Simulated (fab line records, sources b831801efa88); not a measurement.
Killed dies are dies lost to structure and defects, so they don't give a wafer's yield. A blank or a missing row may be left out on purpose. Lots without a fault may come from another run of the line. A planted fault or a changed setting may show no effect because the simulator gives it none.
Chamber matching | flow sky130 | SKY_METAL3_ETCH_17 on rie_diel-02: 4 sister chambers
The step etches SiO2 in C4F8/O2/Ar, stops on TiN, time 3.9 s, target depth 15 nm. 4 wafers are shown with their chamber, then 8 later ones without.

WAFERS WITH THEIR CHAMBER
wafer  | chamber | rf_fwd_power_W (W)
L084.2 | 3       | 1478
L084.5 | 2       | 1463
L086.3 | 1       | 1459
L093.1 | 0       | 1470

WAFERS WITHOUT THEIR CHAMBER
wafer  | rf_fwd_power_W (W)
L093.2 | 1469
L093.5 | 1471
L094.3 | 1462
L094.4 | 1476
L094.5 | 1475
L097.2 | 1464
L097.3 | 1467
L097.5 | 1469

WHICH CHAMBER EACH WENT THROUGH
wafer  | from the rows above     | in truth
L093.2 | 0                       | 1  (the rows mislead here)
L093.5 | 0                       | 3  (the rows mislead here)
L094.3 | can't be placed: 2 or 1 | 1
L094.4 | 3                       | 3
L094.5 | can't be placed: 3 or 0 | 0
L097.2 | 2                       | 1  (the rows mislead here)
L097.3 | can't be placed: 0 or 2 | 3
L097.5 | 0                       | 0
Placed correctly: 2 of 8. Can't be placed from these rows: 3 (the true chamber is among the candidates in 2). Placed wrongly: 3.
How it was worked out, from the rows above alone: a wafer's distance from a chamber is the root of the sum, over the readings, of the square of ((its reading less the chamber's mean) divided by the reading's scatter). The wafer belongs to the nearest chamber; if the next one is less than 2 further off, it can't be placed. A chamber's mean is the mean of its shown wafers. The scatter: with one shown wafer a chamber, the root of the mean of the squares of how far each hidden wafer lies from its nearest shown one.
